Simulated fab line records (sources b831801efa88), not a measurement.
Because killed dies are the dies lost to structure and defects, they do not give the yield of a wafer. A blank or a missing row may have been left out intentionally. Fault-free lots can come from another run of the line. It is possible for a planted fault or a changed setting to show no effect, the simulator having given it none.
fab line records -- flow sky130
record lots=6, wafers=16, last_day=50
route steps=708 shown LI_CONTACT@369 PAD_OPEN@708
lots that met no fault: from a run of the same line without faults
start_h: start of the lot's first displayed wafer, in hours after the record's first day -- wait_h: hours from the lot's prior step to this one -- " same as the row above -- L1.1+2: one row covering several wafers at once -- - no value, or no start was given -- * or withheld: withheld -- < > ~ a bound
route shown NAME@n: a module of which the file shows steps, and the number in the route of the first -- usual: mean/standard deviation of fault-free wafers -- same: alike in all rows -- chamber/n: place in a boat -- sites: per-site readings -- _std_site: the standard deviation of these -- _edge_site: outer sites' mean less inner sites' -- radius_mm: for every site, how far away it sits from the centre of the wafer -- mask NAME#n: copy n -- behind: tool/chamber where the wafer was last shaped -- hold: why the lot was held/for how many hours/how that ended -- device: the transistor (n, p or np) that didn't switch -- end of line: the same wafers' tests at the end of the route -- where a step has no rows: the recipe by itself -- killed: dies that structure and defects cost at the first sort, which is not the same as the wafer's yield -- map: a wafer's dies, x killed, . not, _ none there
set.NAME: the setting the step ran with; set.NAME@STEP: the setting that earlier step ran with -- model.NAME: the simulator's own value behind a step, which no gauge read
lots at some steps of the route; a table a step, a row a wafer
services: when a tool's chamber went out of use (start_h, in hours from the record's first day, below 0 if earlier), for how many hours, and the reason
## steps
# step SKY_LI_CONTACT_COAT_07
# recipe resist=KrF-thick, spin_rpm=3000, resist_thk_nm=450
# step SKY_LI_CONTACT_SOFTBAKE_08
# recipe temp_c=100, time_s=90, resist=KrF-thick
# step SKY_LI_CONTACT_EXPOSE_09
# recipe mask_id=LICM1, na=0.8, source_shape=annular, sigma_inner=0.55, sigma_outer=0.85, target_cd_nm=170, dose_mj=38
# step SKY_LI_CONTACT_PEB_10
# recipe peb_temp_c=withheld, peb_time_s=withheld, resist=KrF-thick
# step SKY_LI_CONTACT_DEVELOP_11
# recipe develop_time_s=60, resist=KrF-thick, dev_temp_c=21
# step SKY_LI_CONTACT_CD_MEAS_12
# recipe target_cd_nm=170
# usual cd_nm=170.5/1.8
lot.wafer,tool,chamber,start_h,wait_h,cd_nm
L277.1,cd_sem-01,-,691.52,-,174.3
L277.2,cd_sem-01,-,691.52,-,173.0
L277.6,cd_sem-01,-,691.52,-,175.1
L282.1,cd_sem-02,-,739.21,-,172.7
L282.3,cd_sem-02,-,739.21,-,171.7
L282.5,cd_sem-02,-,739.21,-,173.4
L285.2,cd_sem-01,-,762.09,-,169.2
L285.3,cd_sem-01,-,762.09,-,170.3
L285.4,cd_sem-01,-,762.09,-,170.2
L289.2,cd_sem-02,-,793.44,-,169.1
L289.4,cd_sem-02,-,793.44,-,169.3
L289.6,cd_sem-02,-,793.44,-,170.5
L295.2,cd_sem-01,-,830.74,-,170.1
L295.3,cd_sem-01,-,830.74,-,170.3
L297.5,cd_sem-02,-,851.35,-,169.9
L297.6,cd_sem-02,-,851.35,-,171.4
# step SKY_LI_CONTACT_OVL_MEAS_13
# usual LI_CONTACT_OVL=-4/4.8
lot.wafer,tool,chamber,start_h,wait_h,LI_CONTACT_OVL[nm]
L277.1,overlay-01,-,691.64,0.1,3
L277.2,overlay-01,-,691.64,0.1,0
L277.6,overlay-01,-,691.64,0.1,-1
L282.1,overlay-01,-,739.33,0.1,-4
L282.3,overlay-01,-,739.33,0.1,-2
L282.5,overlay-01,-,739.33,0.1,-2
L285.2,overlay-02,-,762.20,0.1,-4
L285.3,overlay-02,-,762.20,0.1,-9
L285.4,overlay-02,-,762.20,0.1,-3
L289.2,overlay-02,-,793.55,0.1,-13
L289.4,overlay-02,-,793.55,0.1,-2
L289.6,overlay-02,-,793.55,0.1,-7
L295.2,overlay-01,-,830.85,0.1,-10
L295.3,overlay-01,-,830.85,0.1,-1
L297.5,overlay-02,-,851.42,0.0,-7
L297.6,overlay-02,-,851.42,0.0,-3
# step SKY_LI_CONTACT_ETCH_14
# recipe chemistry=N2/H2, target=BARC, ion_energy_ev=200, source_w=500, bias_w=100, pressure_mtorr=30, n2_flow_sccm=100, h2_flow_sccm=200, stop_on=SiO2, time_s=45.9, target_depth_a=600
# usual bias_w=100.0/0.31, chamber_pressure_mTorr=30.01/0.038, drypump_motor_current_A=5.7/0.39, oes_product_au=0.855/0.0049, throttle_valve_pct=13.226/0.0084
lot.wafer,tool,chamber,start_h,wait_h,bias_w,chamber_pressure_mTorr,drypump_motor_current_A,oes_product_au,rf_hours_counter_h,throttle_valve_pct
L277.1,rie_diel-01,1,691.68,0.0,99.6,29.98,5.8,0.853,9,13.238
L277.2,rie_diel-01,0,691.68,0.0,100.0,29.99,5.3,0.850,4,13.228
L277.6,rie_diel-01,2,691.68,0.0,99.7,30.01,6.2,0.852,-,13.232
L282.1,rie_diel-02,2,739.36,0.0,99.8,30.00,5.7,0.856,4,13.217
L282.3,rie_diel-02,3,739.36,0.0,100.4,30.01,5.9,0.849,17,13.223
L282.5,rie_diel-02,0,739.36,0.0,99.6,30.00,5.2,0.842,-,13.217
L285.2,rie_diel-03,3,762.23,0.0,100.0,30.06,5.8,0.858,14,13.216
L285.3,rie_diel-03,0,762.23,0.0,100.4,30.01,6.5,0.856,5,13.228
L285.4,rie_diel-03,2,762.23,0.0,100.0,30.02,5.3,0.853,8,13.219
L289.2,rie_diel-03,1,793.58,0.0,99.7,29.97,5.6,0.862,14,13.209
L289.4,rie_diel-03,0,793.58,0.0,100.4,30.01,6.5,0.861,6,13.207
L289.6,rie_diel-03,3,793.58,0.0,99.2,30.00,5.7,0.859,-,13.243
L295.2,rie_diel-02,3,830.88,0.0,99.7,30.02,5.9,0.853,19,13.234
L295.3,rie_diel-02,1,830.88,0.0,100.4,30.00,5.5,0.855,14,13.226
L297.5,rie_diel-01,0,851.45,0.0,100.0,30.00,5.2,0.855,-,13.228
L297.6,rie_diel-01,1,851.45,0.0,99.9,30.01,5.8,0.854,-,13.226
# step SKY_LI_CONTACT_ETCH_15
# recipe target=PSG, chemistry=C4F8/O2/Ar, stop_on=Si, taper_deg=4.15, mask_material=KrF-thick, source_w=1500, bias_w=1200, pressure_mtorr=40, c4f8_flow_sccm=withheld, O2_flow_sccm=6, Ar_flow_sccm=300, time_s=withheld, target_depth_a=6000
# usual bias_w=1200/3.9, chamber_pressure_mTorr=39.99/0.036, oes_product_au=0.838/0.0045
lot.wafer,tool,chamber,start_h,wait_h,bias_w,chamber_pressure_mTorr,oes_product_au
L277.1,rie_diel-01,1,691.72,0.0,1202,39.97,0.846
L277.2,rie_diel-01,0,691.72,0.0,1200,40.04,0.840
L277.6,rie_diel-01,2,691.72,0.0,1205,40.05,0.843
L282.1,rie_diel-02,2,739.41,0.0,1196,39.96,0.838
L282.3,rie_diel-02,3,739.41,0.0,1203,40.03,0.834
L282.5,rie_diel-02,0,739.41,0.0,1190,39.97,0.839
L285.2,rie_diel-03,3,762.27,0.0,1202,40.00,0.839
L285.3,rie_diel-03,0,762.27,0.0,1201,39.95,0.827
L285.4,rie_diel-03,2,762.27,0.0,1209,39.95,0.836
L289.2,rie_diel-03,1,793.62,0.0,1200,40.02,0.833
L289.4,rie_diel-03,0,793.62,0.0,1200,40.02,0.831
L289.6,rie_diel-03,3,793.62,0.0,1198,39.94,0.835
L295.2,rie_diel-02,3,830.92,0.0,1200,39.99,0.836
L295.3,rie_diel-02,1,830.92,0.0,1205,40.03,0.836
L297.5,rie_diel-01,0,851.51,0.0,1202,39.97,0.839
L297.6,rie_diel-01,1,851.51,0.0,1200,40.03,0.841
# step SKY_LI_CONTACT_STRIP_16
# recipe chemistry=O2/N2, power_w=1400, pressure_mtorr=1500, platen_temp_c=withheld, o2_flow_sccm=3000, n2_flow_sccm=300, overash_fraction=0.5
# usual chamber_pressure_mTorr=1500.1/1.4, drypump_motor_current_A=5.7/0.49, o2_flow_sccm=3001/8.7, oes_product_au=0.375/0.0042, strip_time_to_endpoint_s=3.51/0.03
lot.wafer,tool,chamber,start_h,wait_h,chamber_pressure_mTorr,drypump_motor_current_A,o2_flow_sccm,oes_product_au,rf_hours_counter_h,strip_time_to_endpoint_s
L277.1,plasma_asher-03,1,691.81,-,1500.9,5.4,3008,0.377,101,3.51
L277.2,plasma_asher-03,0,691.81,-,1502.1,6.4,2982,0.376,101,3.53
L277.6,plasma_asher-03,0,691.81,-,1501.0,6.4,2989,0.370,-,3.51
L282.1,plasma_asher-04,1,739.49,-,1501.0,5.8,2993,0.376,60,3.49
L282.3,plasma_asher-04,1,739.49,-,1499.6,5.8,3000,0.382,-,3.51
L282.5,plasma_asher-04,0,739.49,-,1499.8,5.7,3001,0.382,-,3.54
L285.2,plasma_asher-03,0,762.36,-,1498.8,6.4,2996,0.371,2,3.48
L285.3,plasma_asher-03,0,762.36,-,1498.9,6.4,2989,0.371,-,3.48
L285.4,plasma_asher-03,1,762.36,-,1497.9,5.4,2991,0.375,-,3.51
L289.2,plasma_asher-02,0,793.71,-,1500.7,4.9,3007,0.372,98,3.47
L289.4,plasma_asher-02,1,793.71,-,1499.0,5.6,3001,0.372,-,3.50
L289.6,plasma_asher-02,1,793.71,-,1498.8,5.6,3006,0.370,-,3.51
L295.2,plasma_asher-03,1,831.01,-,1500.0,5.4,2999,0.370,9,3.48
L295.3,plasma_asher-03,0,831.01,-,1499.4,6.4,3006,0.373,-,3.43
L297.5,plasma_asher-04,1,851.62,-,1500.4,5.8,3008,0.372,-,3.54
L297.6,plasma_asher-04,0,851.62,-,1500.0,5.6,3014,0.375,-,3.52
# step SKY_LI_CONTACT_CLEAN_17
# recipe chemistry=NMP, time_s=600, temp_c=60, dry=n2_spin
# step SKY_LI_CONTACT_PRE_CLEAN_18
# recipe gas=Ar, time_s=5.6, bias_v=358
# step SKY_LI_CONTACT_SPUTTER_19
# recipe material=Ti, target_thk_nm=20, chamber_pressure_pa=5, power_w=2500, substrate_temp_c=200, time_s=106.37
# usual throttle_valve_pct=30.8/1.4
lot.wafer,tool,chamber,start_h,wait_h,throttle_valve_pct,model.Ti_of_LI_CONTACT_SPUTTER_19.thk_nm
L277.1,pvd_sputter-01,-,692.12,0.0,29.8,19.73
L277.2,pvd_sputter-01,-,692.12,0.0,31.1,19.83
L277.6,pvd_sputter-01,-,692.12,0.0,32.3,19.89
L282.1,pvd_sputter-04,-,739.79,0.0,29.1,20.26
L282.3,pvd_sputter-04,-,739.79,0.0,28.5,20.34
L282.5,pvd_sputter-04,-,739.79,0.0,29.7,20.32
L285.2,pvd_sputter-01,-,762.67,0.0,32.6,19.87
L285.3,pvd_sputter-01,-,762.67,0.0,31.4,20.12
L285.4,pvd_sputter-01,-,762.67,0.0,29.7,19.93
L289.2,pvd_sputter-03,-,794.00,0.0,31.7,20.14
L289.4,pvd_sputter-03,-,794.00,0.0,31.3,19.91
L289.6,pvd_sputter-03,-,794.00,0.0,31.4,20.02
L295.2,pvd_sputter-03,-,831.32,0.0,31.2,20.19
L295.3,pvd_sputter-03,-,831.32,0.0,32.2,32.99
L297.5,pvd_sputter-03,-,851.90,0.0,32.0,32.49
L297.6,pvd_sputter-03,-,851.90,0.0,31.2,19.7
# step SKY_LI_CONTACT_SPUTTER_20
# recipe material=TiN, target_thk_nm=20, chamber_pressure_pa=5, power_w=4000, time_s=80
# usual throttle_valve_pct=30.8/1.4
lot.wafer,tool,chamber,start_h,wait_h,throttle_valve_pct
L277.1,pvd_sputter-01,-,692.19,0.0,29.6
L277.2,pvd_sputter-01,-,692.19,0.0,31.4
L277.6,pvd_sputter-01,-,692.19,0.0,32.3
L282.1,pvd_sputter-04,-,739.86,0.0,29.2
L282.3,pvd_sputter-04,-,739.86,0.0,28.4
L282.5,pvd_sputter-04,-,739.86,0.0,29.9
L285.2,pvd_sputter-01,-,762.74,0.0,32.5
L285.3,pvd_sputter-01,-,762.74,0.0,31.4
L285.4,pvd_sputter-01,-,762.74,0.0,29.9
L289.2,pvd_sputter-03,-,794.08,0.0,31.7
L289.4,pvd_sputter-03,-,794.08,0.0,31.4
L289.6,pvd_sputter-03,-,794.08,0.0,31.7
L295.2,pvd_sputter-03,-,831.40,0.0,31.4
L295.3,pvd_sputter-03,-,831.40,0.0,32.2
L297.5,pvd_sputter-03,-,851.97,0.0,31.9
L297.6,pvd_sputter-03,-,851.97,0.0,31.4
# step SKY_PAD_OPEN_PROBE_99
# usual killed_at_M0_to_M3=42/7.1, killed_at_M4_up=3.3/1.9, killed_at_contacts=24/5, killed_at_front_end=15/4.7, killed_at_other=0.3/0.61, killed_dies=86/9.6, killed_open=47/7.5, killed_short=38/6.6
# same gross_dies=492, killed_at_back_side=0
lot.wafer,tool,chamber,start_h,wait_h,killed_at_M0_to_M3,killed_at_M4_up,killed_at_contacts,killed_at_front_end,killed_at_other,killed_dies,killed_open,killed_short
L277.1,prober-02,-,1087.35,0.1,40,3,27,9,0,79,47,32
L277.2,prober-02,-,1087.40,0.1,38,2,18,10,0,68,29,39
L277.6,prober-02,-,1087.60,0.2,46,3,34,16,0,99,56,43
L282.1,prober-02,-,1124.34,0.1,32,0,25,10,0,67,44,23
L282.3,prober-02,-,1124.44,0.2,34,1,23,16,0,74,44,30
L282.5,prober-02,-,1124.54,0.2,45,3,28,12,1,89,49,39
L285.2,prober-02,-,1141.08,0.1,38,1,28,17,1,85,50,34
L285.3,prober-02,-,1141.13,0.2,44,3,30,14,0,91,53,38
L285.4,prober-02,-,1141.18,0.2,35,4,36,10,0,85,46,39
L289.2,prober-02,-,1162.62,0.1,49,3,30,16,0,98,54,44
L289.4,prober-02,-,1162.72,0.2,63,4,27,11,0,105,60,43
L289.6,prober-02,-,1162.82,0.2,43,3,26,12,0,84,53,31
L295.2,prober-02,-,1184.47,0.1,36,8,13,15,0,72,43,28
L295.3,prober-02,-,1184.52,0.2,40,1,22,12,0,75,45,30
L297.5,prober-02,-,1198.33,0.2,43,5,17,20,1,86,33,52
L297.6,prober-02,-,1198.38,0.2,40,7,21,26,2,96,49,45
# killed by level:class
L277.1 LI_CONTACT:geometric_particle:open=11 VIA2:geometric_particle:open=9 CONTACT:geometric_particle:open=8 METAL2:geometric_particle:short=7 CONTACT:geometric_particle:short=6 VIA1:geometric_particle:open=5 METAL1:geometric_particle:short=4 VIA2:geometric_particle:short=4
L277.2 METAL2:geometric_particle:short=7 CONTACT:geometric_particle:open=7 VIA1:geometric_particle:open=6 VIA1:geometric_particle:short=6 LI_CONTACT:geometric_particle:open=5 FIELD_ISO:geometric_particle:open=4 METAL1:geometric_particle:short=4 VIA3:geometric_particle:short=4
L277.6 CONTACT:geometric_particle:open=16 VIA1:geometric_particle:open=12 METAL2:geometric_particle:short=11 FIELD_ISO:geometric_particle:open=6 LI_CONTACT:geometric_particle:open=5 LOCAL_INTERCONNECT:geometric_particle:short=5 VIA2:geometric_particle:short=5 METAL1:geometric_particle:short=4
L282.1 CONTACT:geometric_particle:open=9 VIA3:geometric_particle:open=8 LI_CONTACT:geometric_particle:open=7 VIA1:geometric_particle:open=6 LOCAL_INTERCONNECT:geometric_particle:short=5 FIELD_ISO:geometric_particle:open=3 VIA2:geometric_particle:short=3 POLY_GATE:geometric_particle:open=3
L282.3 CONTACT:geometric_particle:open=10 FIELD_ISO:geometric_particle:short=7 VIA1:geometric_particle:open=7 VIA3:geometric_particle:open=6 FIELD_ISO:geometric_particle:open=5 VIA2:geometric_particle:short=5 LI_CONTACT:geometric_particle:open=5 VIA2:geometric_particle:open=3
L282.5 LI_CONTACT:geometric_particle:open=10 VIA2:geometric_particle:open=9 VIA1:geometric_particle:open=9 CONTACT:geometric_particle:open=7 LI_CONTACT:geometric_particle:short=5 VIA1:geometric_particle:short=5 METAL1:geometric_particle:short=5 VIA3:geometric_particle:open=5
L285.2 CONTACT:geometric_particle:open=11 VIA1:geometric_particle:open=7 LI_CONTACT:geometric_particle:open=5 CONTACT:geometric_particle:short=5 FIELD_ISO:geometric_particle:open=4 LOCAL_INTERCONNECT:geometric_particle:short=4 VIA1:geometric_particle:short=4 METAL1:geometric_particle:short=4
L285.3 CONTACT:geometric_particle:open=12 VIA1:geometric_particle:open=12 LI_CONTACT:geometric_particle:open=8 METAL1:geometric_particle:short=8 FIELD_ISO:geometric_particle:open=7 VIA2:geometric_particle:open=6 CONTACT:geometric_particle:short=5 VIA1:geometric_particle:short=5
L285.4 CONTACT:geometric_particle:open=14 LI_CONTACT:geometric_particle:open=8 CONTACT:geometric_particle:short=7 VIA1:geometric_particle:open=7 METAL2:geometric_particle:short=6 VIA2:geometric_particle:open=6 LI_CONTACT:geometric_particle:short=5 METAL1:geometric_particle:short=4
L289.2 VIA1:geometric_particle:open=11 VIA3:geometric_particle:open=10 CONTACT:geometric_particle:open=8 LI_CONTACT:geometric_particle:open=7 LI_CONTACT:geometric_particle:short=6 METAL2:geometric_particle:short=6 VIA2:geometric_particle:open=6 VIA2:geometric_particle:short=6
L289.4 VIA1:geometric_particle:open=20 LI_CONTACT:geometric_particle:open=8 VIA2:geometric_particle:open=8 CONTACT:geometric_particle:open=8 VIA2:geometric_particle:short=6 FIELD_ISO:geometric_particle:open=5 LOCAL_INTERCONNECT:geometric_particle:short=5 METAL2:geometric_particle:short=5
L289.6 VIA1:geometric_particle:open=13 LI_CONTACT:geometric_particle:open=10 VIA3:geometric_particle:open=9 CONTACT:geometric_particle:open=7 METAL2:geometric_particle:short=6 FIELD_ISO:geometric_particle:open=5 LOCAL_INTERCONNECT:geometric_particle:short=5 METAL1:geometric_particle:short=4
L295.2 VIA2:geometric_particle:open=9 VIA1:geometric_particle:open=7 FIELD_ISO:geometric_particle:open=5 LI_CONTACT:geometric_particle:open=5 VIA3:geometric_particle:open=5 METAL1:geometric_particle:short=5 CONTACT:geometric_particle:open=3 VIA3:geometric_particle:short=3
L295.3 VIA3:geometric_particle:open=9 LI_CONTACT:geometric_particle:open=7 FIELD_ISO:geometric_particle:open=6 VIA2:geometric_particle:open=6 VIA1:geometric_particle:open=6 CONTACT:geometric_particle:open=5 METAL1:geometric_particle:short=5 METAL3:geometric_particle:short=5
L297.5 VIA1:geometric_particle:short=8 FIELD_ISO:geometric_particle:short=7 METAL1:geometric_particle:short=7 VIA2:geometric_particle:open=7 POLY_GATE:geometric_particle:short=6 POLY_GATE:geometric_particle:open=6 CONTACT:geometric_particle:short=5 VIA3:geometric_particle:open=5
L297.6 LI_CONTACT:geometric_particle:open=9 POLY_GATE:geometric_particle:short=8 POLY_GATE:geometric_particle:open=8 VIA2:geometric_particle:open=8 VIA1:geometric_particle:open=7 FIELD_ISO:geometric_particle:short=5 METAL1:geometric_particle:short=5 METAL2:geometric_particle:short=5
## services
tool,chamber,start_h,hours,kind
rie_diel-01,3,674.56,1.4,repair
rie_diel-02,-,694.55,2.8,pm
rie_diel-02,1,697.55,4.6,repair
rie_diel-02,-,700.69,0.7,repair
plasma_asher-04,-,703.16,6.9,pm
rie_diel-02,1,704.31,14.4,repair
pvd_sputter-03,-,722.85,10.8,repair
rie_diel-01,-,725.40,2.8,pm
plasma_asher-03,-,733.75,9.0,pm
plasma_asher-03,0,733.75,9.0,vent_cycle
plasma_asher-03,1,733.75,9.0,vent_cycle
rie_diel-02,1,735.44,4.7,repair
rie_diel-03,-,756.24,4.3,pm
rie_diel-03,1,771.71,8.4,repair
rie_diel-01,1,783.15,8.6,repair
rie_diel-03,-,793.74,2.8,pm
rie_diel-03,2,803.69,2.5,repair
plasma_asher-03,-,807.92,1.5,repair
rie_diel-02,0,833.33,2.4,repair
pvd_sputter-03,-,841.83,1.0,repair
rie_diel-01,2,847.42,-,clean
rie_diel-01,2,847.42,15.9,scheduled_down
rie_diel-01,2,847.42,15.9,vent_cycle
plasma_asher-03,-,849.57,1.6,repair
## key
first_sign none at tools or gauges
model_effect step=SKY_LI_CONTACT_SPUTTER_19, value=Ti_of_LI_CONTACT_SPUTTER_19.thk_nm, without=20.1, struck=32.74
met_at SKY_LI_CONTACT_SPUTTER_19
struck_wafers L295.3,L297.5
tester_left_out L295,L297
onset_between 794.00 831.32
fault kind=process_parameter_drift, tool=pvd_sputter-03, chamber=-, onset_h=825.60, steps=SKY_LI_CONTACT_SPUTTER_19, channel=target_thk_nm, offset=12.64, shape=step, end_h=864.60, scope=struck_wafers_only, acts_in=these_recipes_only, stated=20
# tester_left_out: of these lots the tester's yield and bins aren't shown, on N5 and GAA mostly nor the transistor test; their killed dies are dies lost to structure and defects alone, not to doping, threshold or leakage, so they don't give the yield
